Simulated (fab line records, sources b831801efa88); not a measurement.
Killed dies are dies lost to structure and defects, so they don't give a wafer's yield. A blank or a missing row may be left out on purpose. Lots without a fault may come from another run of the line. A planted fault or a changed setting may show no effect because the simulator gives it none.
fab line records | flow sky130
record lots=14 wafers=42 last_day=50
route steps=708 shown FIELD_ISO@14 PWDE@55 POLY_GATE@204 SD_N@354
lots that met no fault: from a run of the same line without faults
start_h: hours from the record's first day to the start of the lot's first wafer shown | wait_h: hours since the lot's step before | " the same as in the row above | L1.1+2: a row that stands for several wafers | - no value, or no start given | * or withheld: withheld | < > ~ a bound
route shown NAME@n: a module of which the file shows steps, and the number in the route of the first | usual: mean/standard deviation of fault-free wafers | same: alike in all rows | chamber/n: place in a boat | sites: the reading at each site | _std_site: their standard deviation | _edge_site: outer sites' mean less inner sites' | radius_mm: how far each site lies from the wafer's centre | mask NAME#n: copy n | behind: the tool/chamber that last shaped the wafer | hold: why the lot was held/for how many hours/how that ended | device: the transistor (n, p or np) that didn't switch | end of line: the same wafers' tests at the end of the route | a step without rows: its recipe alone | killed: dies lost to structure and defects at the first sort, not the wafer's yield | map: a wafer's dies, x killed, . not, _ none there
set.NAME: the setting as run; set.NAME@STEP: as run at that earlier step | model.NAME: the simulator's own value behind a step, which no gauge read
steps of the route over a sample of lots; a table a step, a row a wafer
services: from which hour (start_h, from the record's first day; less than 0 if before it) a tool's chamber was out of use, for how many hours, and why
## steps
# step SKY_FIELD_ISO_CD_MEAS_13
# recipe target_cd_nm=150
# usual cd_nm=150.0/1.5
# columns lot.wafer tool chamber start_h wait_h cd_nm
L706.1 cd_sem-01 - 29.25 - 153.4
L706.4 " - " " 152.6
L706.5 " - " " 151.3
L707.1 cd_sem-02 - 33.51 - 150.3
L707.4 " - " " 149.3
L707.5 " - " " 149.6
L708.2 cd_sem-02 - 39.78 - 148.9
L708.5 " - " " 149.0
L708.6 " - " " 149.1
L709.1 cd_sem-02 - 44.11 - 149.7
L709.2 " - " " 150.7
L709.3 " - " " 150.6
L710.2 cd_sem-01 - 49.83 - 151.5
L710.5 " - " " 150.6
L710.6 " - " " 149.5
L711.1 cd_sem-01 - 53.85 - 149.3
L711.3 " - " " 149.7
L711.6 " - " " 149.1
L712.3 cd_sem-01 - 60.25 - 146.7
L712.5 " - " " 148.3
L712.6 " - " " 146.9
L713.1 cd_sem-02 - 67.71 - 151.2
L713.2 " - " " 151.2
L713.5 " - " " 150.0
L717.3 cd_sem-02 - 85.69 - 149.5
L717.4 " - " " 150.3
L717.6 " - " " 150.9
L719.1 cd_sem-01 - 97.21 - 151.0
L719.4 " - " " 151.0
L719.5 " - " " 152.0
L726.1 cd_sem-01 - 132.31 - 151.7
L726.2 " - " " 149.4
L726.3 " - " " 150.9
L727.1 cd_sem-02 - 138.65 - 150.4
L727.4 " - " " 148.9
L727.5 " - " " 150.9
L728.2 cd_sem-01 - 142.67 - 150.0
L728.3 " - " " 150.9
L728.4 " - " " 148.2
L729.1 cd_sem-02 - 147.81 - 147.9
L729.3 " - " " 148.7
L729.4 " - " " 147.7
# step SKY_PWDE_TW_MEAS_10
# usual PWDE_TW=376/6.1
# columns lot.wafer tool chamber start_h wait_h PWDE_TW
L706.1 film_metro-03 - 66.20 0.1 370
L706.4 " - " " 371
L706.5 " - " " 370
L707.1 film_metro-01 - 71.40 0.1 368
L707.4 " - " " 366
L707.5 " - " " 370
L708.2 film_metro-01 - 80.71 0.1 372
L708.5 " - " " 374
L708.6 " - " " 373
L709.1 film_metro-03 - 86.80 0.1 372
L709.2 " - " " 372
L709.3 " - " " 371
L710.2 film_metro-03 - 92.10 0.1 374
L710.5 " - " " 373
L710.6 " - " " 373
L711.1 film_metro-03 - 95.60 0.1 375
L711.3 " - " " 373
L711.6 " - " " 376
L712.3 film_metro-02 - 103.87 0.1 386
L712.5 " - " " 383
L712.6 " - " " 384
L713.1 film_metro-02 - 111.25 0.1 385
L713.2 " - " " 384
L713.5 " - " " 385
L717.3 film_metro-02 - 130.27 0.1 384
L717.4 " - " " 382
L717.6 " - " " 384
L719.1 film_metro-02 - 142.95 0.1 381
L719.4 " - " " 380
L719.5 " - " " 381
L726.1 film_metro-01 - 178.80 0.1 372
L726.2 " - " " 373
L726.3 " - " " 373
L727.1 film_metro-02 - 185.49 0.1 384
L727.4 " - " " 383
L727.5 " - " " 384
L728.2 film_metro-01 - 192.31 0.1 373
L728.3 " - " " 373
L728.4 " - " " 372
L729.1 film_metro-01 - 198.35 0.1 373
L729.3 " - " " 373
L729.4 " - " " 373
# step SKY_POLY_GATE_CVD_00
# recipe material=poly-Si target_thk_nm=180 temp_c=620 time_s=720 pressure_mtorr=200
# usual pressure_mtorr=200.0/0.38 spike_tc_bottom_C=641.0/2.7
# same time_s=720
# columns lot.wafer tool chamber start_h wait_h pressure_mtorr spike_tc_bottom_C
L706.1 lpcvd-01 1 309.60 0.0 199.9 637.8
L706.4 " 1 " " 199.7 636.7
L706.5 " 1 " " 199.7 638.7
L707.1 lpcvd-01 0 315.22 0.0 199.7 643.7
L707.4 " 0 " " 199.6 643.4
L707.5 " 0 " " 200.1 642.1
L708.2 lpcvd-01 0 329.92 0.0 199.9 644.7
L708.5 " 0 " " 199.4 643.3
L708.6 " 0 " " 200.1 643.6
L709.1 lpcvd-01 1 337.19 0.0 200.0 639.8
L709.2 " 1 " " 199.9 636.7
L709.3 " 1 " " 199.7 636.8
L710.2 lpcvd-01 0 347.07 0.0 199.8 642.5
L710.5 " 0 " " 200.0 643.6
L710.6 " 0 " " 200.2 643.4
L711.1 lpcvd-01 1 352.60 0.0 200.0 637.9
L711.3 " 1 " " 200.1 638.9
L711.6 " 1 " " 199.7 638.0
L712.3 lpcvd-01 0 366.11 0.0 200.4 641.7
L712.5 " 0 " " 200.5 642.7
L712.6 " 0 " " 199.8 642.8
L713.1 lpcvd-01 0 378.16 0.0 200.0 642.7
L713.2 " 0 " " 200.0 643.6
L713.5 " 0 " " 199.9 640.1
L717.3 lpcvd-01 0 407.15 0.0 240.0 642.0
L717.4 " 0 " " 240.0 643.2
L717.6 " 0 " " 239.7 641.7
L719.1 lpcvd-01 0 420.29 0.0 239.7 643.4
L719.4 " 0 " " 240.0 643.5
L719.5 " 0 " " 240.2 643.5
L726.1 lpcvd-01 1 483.03 0.0 199.7 638.1
L726.2 " 1 " " 199.9 638.1
L726.3 " 1 " " 199.8 637.1
L727.1 lpcvd-01 0 489.49 0.0 199.8 643.6
L727.4 " 0 " " 200.6 644.3
L727.5 " 0 " " 199.9 642.7
L728.2 lpcvd-01 0 498.29 0.0 199.7 641.8
L728.3 " 0 " " 200.5 643.1
L728.4 " 0 " " 200.4 642.5
L729.1 lpcvd-01 0 502.38 0.0 199.8 642.9
L729.3 " 0 " " 200.1 642.9
L729.4 " 0 " " 200.5 644.1
# step SKY_POLY_GATE_THK_MEAS_01
# recipe reads=poly-Si_of_POLY_GATE_CVD_00
# usual POLY_GATE_CVD_00_THK=179.8/1.5
# columns lot.wafer tool chamber start_h wait_h POLY_GATE_CVD_00_THK[nm]
L706.1 film_metro-01 - 310.80 0.0 178.5
L706.4 " - " " 177.9
L706.5 " - " " 179.5
L707.1 film_metro-04 - 317.02 0.0 180.0
L707.4 " - " " 181.0
L707.5 " - " " 179.7
L708.2 film_metro-01 - 331.13 0.0 179.5
L708.5 " - " " 180.4
L708.6 " - " " 180.3
L709.1 film_metro-01 - 338.39 0.0 181.3
L709.2 " - " " 181.3
L709.3 " - " " 180.9
L710.2 film_metro-02 - 348.28 0.0 182.9
L710.5 " - " " 181.9
L710.6 " - " " 182.4
L711.1 film_metro-01 - 353.80 0.0 180.3
L711.3 " - " " 181.1
L711.6 " - " " 179.0
L712.3 film_metro-01 - 367.33 0.0 179.1
L712.5 " - " " 177.5
L712.6 " - " " 180.3
L713.1 film_metro-01 - 379.36 0.0 179.5
L713.2 " - " " 179.5
L713.5 " - " " 181.7
L717.3 film_metro-04 - 408.37 0.0 196.1
L717.4 " - " " 197.9
L717.6 " - " " 196.0
L719.1 film_metro-01 - 421.49 0.0 195.9
L719.4 " - " " 196.0
L719.5 " - " " 194.5
L726.1 film_metro-04 - 484.23 0.0 182.2
L726.2 " - " " 181.7
L726.3 " - " " 181.9
L727.1 film_metro-02 - 490.69 0.0 178.9
L727.4 " - " " 178.8
L727.5 " - " " 179.0
L728.2 film_metro-01 - 499.50 0.0 179.7
L728.3 " - " " 179.8
L728.4 " - " " 180.0
L729.1 film_metro-01 - 503.58 0.0 181.6
L729.3 " - " " 181.4
L729.4 " - " " 181.8
# step SKY_SD_N_TW_MEAS_12
# usual SD_N_TW=3999/39
# columns lot.wafer tool chamber start_h wait_h SD_N_TW
L706.1 film_metro-04 - 642.11 0.1 4000
L706.4 " - " " 3996
L706.5 " - " " 3976
L707.1 film_metro-04 - 648.06 0.1 3986
L707.4 " - " " 3999
L707.5 " - " " 3996
L708.2 film_metro-02 - 665.48 0.1 4077
L708.5 " - " " 4060
L708.6 " - " " 4082
L709.1 film_metro-04 - 671.77 0.1 4002
L709.2 " - " " 4023
L709.3 " - " " 4015
L710.2 film_metro-01 - 680.33 0.1 3963
L710.5 " - " " 3994
L710.6 " - " " 3986
L711.1 film_metro-01 - 684.66 0.1 3986
L711.3 " - " " 3988
L711.6 " - " " 3987
L712.3 film_metro-02 - 702.53 0.1 4085
L712.5 " - " " 4074
L712.6 " - " " 4096
L713.1 film_metro-01 - 713.77 0.1 3963
L713.2 " - " " 3986
L713.5 " - " " 4000
L717.3 film_metro-04 - 737.13 0.1 4003
L717.4 " - " " 4014
L717.6 " - " " 4020
L719.1 film_metro-01 - 750.30 0.1 3989
L719.4 " - " " 3993
L719.5 " - " " 3990
L726.1 film_metro-04 - 802.46 0.1 3970
L726.2 " - " " 3994
L726.3 " - " " 3993
L727.1 film_metro-01 - 807.61 0.1 3940
L727.4 " - " " 3970
L727.5 " - " " 3956
L728.2 film_metro-04 - 816.82 0.1 3955
L728.3 " - " " 3976
L728.4 " - " " 3966
L729.1 film_metro-04 - 818.62 0.1 3938
L729.3 " - " " 3939
L729.4 " - " " 3940
## services
# columns tool chamber start_h hours kind
lpcvd-01 - 302.42 0.8 pm
lpcvd-01 - 325.03 1.3 repair
## key
first_sign step=SKY_POLY_GATE_CVD_00 reading=pressure_mtorr direction=up sigmas=99+ usual=200.0 struck=239.9
effect step=SKY_POLY_GATE_THK_MEAS_01 reading=POLY_GATE_CVD_00_THK direction=up sigmas=11 usual=179.8 struck=196.1
met_at SKY_POLY_GATE_CVD_00
struck_lots L717,L719
struck_wafers L717.3,L717.4,L717.6,L719.1,L719.4,L719.5
later_rows_left_out L717.3,L717.4,L717.6,L719.1
sort_left_out L717.3,L717.4,L717.6,L719.1,L719.4,L719.5
tester_left_out L717,L719
not_acting_at SKY_FIELD_ISO_CD_MEAS_13,SKY_PWDE_TW_MEAS_10,SKY_SD_N_TW_MEAS_12
onset_between 378.16 407.15
fault kind=process_parameter_drift tool=lpcvd-01 chamber=0 onset_h=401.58 steps=SKY_POLY_GATE_CVD_00 channel=pressure_mtorr offset=40 shape=step end_h=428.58 stated=200
# tester_left_out: of these lots the tester's yield and bins aren't shown, on N5 and GAA mostly nor the transistor test; their killed dies are dies lost to structure and defects alone, not to doping, threshold or leakage, so they don't give the yield
# sort_left_out: the simulated sort isn't trusted on such a fault, so these wafers' sort isn't shown, and their yield isn't known
# later_rows_left_out: the simulator's readings of these wafers behind a module that went badly wrong aren't trusted and aren't shown, but for the sort
